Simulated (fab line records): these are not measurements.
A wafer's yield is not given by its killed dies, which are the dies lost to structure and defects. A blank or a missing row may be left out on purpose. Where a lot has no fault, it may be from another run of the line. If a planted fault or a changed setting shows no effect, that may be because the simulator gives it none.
Which tool was responsible? + flow gf180mcu + 13 lots, 39 wafers sampled, at 2 steps of a route of 602

## WHAT THE GAUGES SHOWED, per wafer
GF_CONTACT_RS_MEAS_25: measurement is done with a four-point probe. Usual: CONTACT_W_RS 0.381 ohm/sq, standard deviation 0.0048.
| lot  | measured     | on            | CONTACT_W_RS (ohm/sq) | flag |
|------|--------------|---------------|-----------------------|------|
| L194 | day 16 05:08 | film-metro-01 | 0.381 0.379 0.386     |      |
| L197 | day 17 07:35 | film-metro-02 | 0.380 0.375 0.385     |      |
| L199 | day 18 10:48 | film-metro-02 | 0.386 0.378 0.388     |      |
| L201 | day 18 22:28 | film-metro-04 | 0.379 0.383 0.385     |      |
| L200 | day 18 22:49 | film-metro-01 | 0.373 0.380 0.378     |      |
| L203 | day 19 16:47 | film-metro-01 | 0.378 0.385 0.387     |      |
| L211 | day 22 10:21 | film-metro-04 | 0.383 0.384 0.390     |      |
| L212 | day 22 13:19 | film-metro-02 | 0.380 0.384 0.374     |      |
| L213 | day 22 19:34 | film-metro-02 | 0.380 0.385 0.381     |      |
| L214 | day 23 05:45 | film-metro-04 | 0.388 0.374 0.386     |      |
| L215 | day 23 16:17 | film-metro-04 | 0.386 0.377 0.378     |      |
| L216 | day 23 19:41 | film-metro-04 | 0.387 0.387 0.385     |      |
| L217 | day 23 23:28 | film-metro-04 | 0.385 0.394 0.385     |      |

GF_M1_CD_MEAS_14: the cd target is 230 nm. Usual: cd-nm 230.4 nm, standard deviation 1.3.
| lot  | measured     | on        | cd-nm (nm)        | flag |
|------|--------------|-----------|-------------------|------|
| L194 | day 17 04:35 | cd-sem-02 | 228.4 229.2 230.2 |      |
| L197 | day 18 07:27 | cd-sem-02 | 233.6 232.9 234.2 |      |
| L199 | day 19 11:36 | cd-sem-01 | 229.5 229.1 227.9 |      |
| L201 | day 19 22:55 | cd-sem-01 | 231.4 231.2 230.5 |      |
| L200 | day 19 23:17 | cd-sem-02 | 230.2 230.4 229.7 |      |
| L203 | day 20 16:56 | cd-sem-01 | 231.7 232.6 232.4 |      |
| L211 | day 23 10:19 | cd-sem-01 | 230.3 228.6 230.9 |      |
| L212 | day 23 13:10 | cd-sem-02 | 230.5 230.9 229.9 |      |
| L213 | day 23 18:51 | cd-sem-01 | 230.5 230.8 231.0 |      |
| L214 | day 24 05:06 | cd-sem-02 | 229.4 230.0 231.8 |      |
| L215 | day 24 14:48 | cd-sem-01 | 230.6 231.7 231.0 |      |
| L216 | day 24 18:10 | cd-sem-02 | 231.3 231.5 231.3 |      |
| L217 | day 24 22:04 | cd-sem-01 | 230.1 229.4 230.1 |      |

## WHAT TOOL EACH LOT RAN ON (gives the tool, then ch and the chambers of the sampled wafers, and finally the start)
No process step before these readings appears in the record.

## WHAT THE TOOLS THEMSELVES READ (means of the sampled wafers that have a number; where no wafer has one, the mark that the record gives instead)
The record holds no such reading with a usual standard deviation.

## THE ANSWER, worked out from the rows above alone
Rule: a lot counts as off when the mean over its wafers that have a number is more than 3 standard deviations away from the usual mean. A lot without any number at a reading at which 4 lots or more have one is off too. Where the step has rows for the other lots, those lots are counted as sound. After the gauges, taken in route order, come the tools' own readings; for these a lot's mean is taken, as printed above. The first step at which some lot is off is used, and at that step the reading that is off furthest; a lot without a number counts as furthest.
No lot is off on any of the readings shown, so nothing can be concluded from this.

## WHAT THE SIMULATOR PUT IN
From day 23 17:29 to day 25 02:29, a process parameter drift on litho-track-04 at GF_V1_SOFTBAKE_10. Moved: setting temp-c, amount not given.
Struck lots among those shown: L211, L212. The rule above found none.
